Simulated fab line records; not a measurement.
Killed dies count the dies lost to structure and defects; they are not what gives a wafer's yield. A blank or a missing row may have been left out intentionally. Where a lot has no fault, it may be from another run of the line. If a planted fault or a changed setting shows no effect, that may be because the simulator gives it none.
One fault seen from 2 desks + flow gf180mcu + only its own numbers are on each desk; what lay behind them is given at the end

AT THE METROLOGY DESK
Means of the sampled wafers that have a number, per lot and without regard to the tool the lot ran on: this is what the gauges read. If a lot's mean is further than 4 standard deviations from the usual mean, the lot is out of limits and carries the mark OUT (the distance appears in the brackets).
Columns: A = V5_OVL at GF_V5_OVL_MEAS_15, usual 4 nm; B = PASSIVATION_BOW at GF_PASSIVATION_BOW_MEAS_14, usual 136 um
| lot  | first seen here | A  | B   |
|------|-----------------|----|-----|
| L671 | day 28 00:58    | -2 | 139 |
| L672 | day 28 17:28    | 3  | 126 |
| L673 | day 28 21:03    | 8  | 148 |
| L674 | day 29 12:19    | 11 | 131 |
| L676 | day 29 13:01    | 4  | 132 |
| L677 | day 29 23:13    | 3  | 132 |
| L680 | day 30 23:09    | 7  | 148 |
| L684 | day 31 22:42    | 3  | 147 |
| L686 | day 32 11:07    | 4  | 136 |
| L688 | day 32 19:24    | 5  | 116 |
| L691 | day 33 17:35    | 7  | 138 |
| L692 | day 33 20:39    | 8  | 149 |
| L693 | day 33 22:58    | 7  | 143 |
Finding of this desk: none of the 13 lots has anything out of limits.

DESK OF THE TOOL OWNER: pvd-sputter-02
The tool's own readings at GF_M1_SPUTTER_03 (material Ti, target thk 10 nm, time 6.7 s): means of the sampled wafers that have a number, for each lot that ran on this tool. If a lot's mean is further than 4 standard deviations from the usual mean, the lot is out of limits and carries the mark OUT (the distance appears in the brackets).
Columns: A = cathode-dc-power-W at GF_M1_SPUTTER_03, usual 2999.9 W; B = throttle-valve-pct at GF_M1_SPUTTER_03, usual 30.4 %
| lot  | first seen here | A      | B    |
|------|-----------------|--------|------|
| L673 | day 17 23:57    | 2999.8 | 29.6 |
| L677 | day 19 08:08    | 3000.0 | 29.6 |
| L680 | day 20 12:46    | 2999.6 | 30.4 |
| L693 | day 24 14:30    | 3000.7 | 30.0 |
Finding of this desk: none of the 4 lots has anything out of limits.

PUT TOGETHER
From the metrology desk's view, nothing was out of limits.
The tool owner's desk saw nothing out of limits.

WHAT THE SIMULATOR PUT IN
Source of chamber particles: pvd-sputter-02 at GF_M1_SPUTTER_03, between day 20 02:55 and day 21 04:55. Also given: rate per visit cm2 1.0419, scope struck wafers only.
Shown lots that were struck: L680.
